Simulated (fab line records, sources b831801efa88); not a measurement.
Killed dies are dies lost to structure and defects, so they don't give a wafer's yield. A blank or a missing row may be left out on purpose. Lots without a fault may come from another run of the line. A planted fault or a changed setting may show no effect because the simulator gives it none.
Problem report in the 8D (eight disciplines) form, filled by code | flow gf180mcu | the parts of the form that need people (team, actions taken, sign-off) are left out

1. THE PROBLEM
tilt_deg at GF_HV_LDD_IMPLANT_34 reads a mean of 24.020 degrees on 6 wafers of 2 lots; wafers without a fault read 29.998 degrees with a standard deviation of 0.018. That is -99 or more standard deviations from the usual mean.
First seen on wafer L496.3, day 18 02:47, on implanter-03. The record holds 39 wafers of 13 lots with a number at this step. Rule for "out", or "out of limits": more than 4 standard deviations from the usual mean. The other wafers with a number count as sound.

2. WHAT IT IS AND WHAT IT IS NOT
question                    | is                     | is not
which readings at this step | tilt_deg               | -
which lots                  | L496, L497             | L477, L479, L480, L481, L482, L483, L484, L486, L487, L488, L489
which wafers of those lots  | all that have a number | -
read on which tools         | implanter-03           | implanter-01, implanter-04
when                        | from day 18 02:47      | up to then (33 sound wafers)

3. SUSPECTS, AND WHAT RULES EACH OUT
Counting: a tool at a process step up to the reading stays a suspect if it ran every lot that is out and no sound lot after the first of them.
- implanter-03 at GF_HV_LDD_IMPLANT_34: kept. It ran every lot that is out, first L496 (day 18 02:47), and no sound lot after that; its last sound lot up to then is L489 (day 15 19:22). Its own readings are out on those wafers: tilt_deg.
Left after counting: implanter-03 at GF_HV_LDD_IMPLANT_34.

4. THE CAUSE (what the simulator had put in)
Process parameter drift: implanter-03, from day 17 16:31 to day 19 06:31, at GF_HV_LDD_IMPLANT_34. Setting tilt_deg, moved by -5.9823, from 30. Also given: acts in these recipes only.
Counting left only this tool.

5. THE CHAIN OF EFFECTS, in route order
Each row: a reading whose mean over the struck wafers that have a number lies more than 3 standard deviations from the usual. Only readings for which the record gives a usual standard deviation are gone through. hours: the time from each lot's start at the first step in this table that gives one to its start at this step, as a median over the lots. sigmas: the change in usual standard deviations.
hours | step                 | reading  | usual          | on struck wafers | change | sigmas
0     | GF_HV_LDD_IMPLANT_34 | tilt_deg | 29.998 degrees | 24.020           | -5.978 | -99 or more
The process steps in it:
- GF_HV_LDD_IMPLANT_34
Readings that are blank on the struck wafers while sound wafers have them: HV_LDD_RS at GF_HV_LDD_RS_MEAS_53.
Later measuring or inspecting steps at which every struck wafer that the step has a row for has a number for every such reading, and none has moved that far: GF_PSD_TW_MEAS_11, GF_SAB_OVL_MEAS_10.

6. WHAT WOULD HAVE CAUGHT IT SOONER
In this record the first reading out of limits was taken at day 18 02:47, 10 hours after the fault began at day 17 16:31.
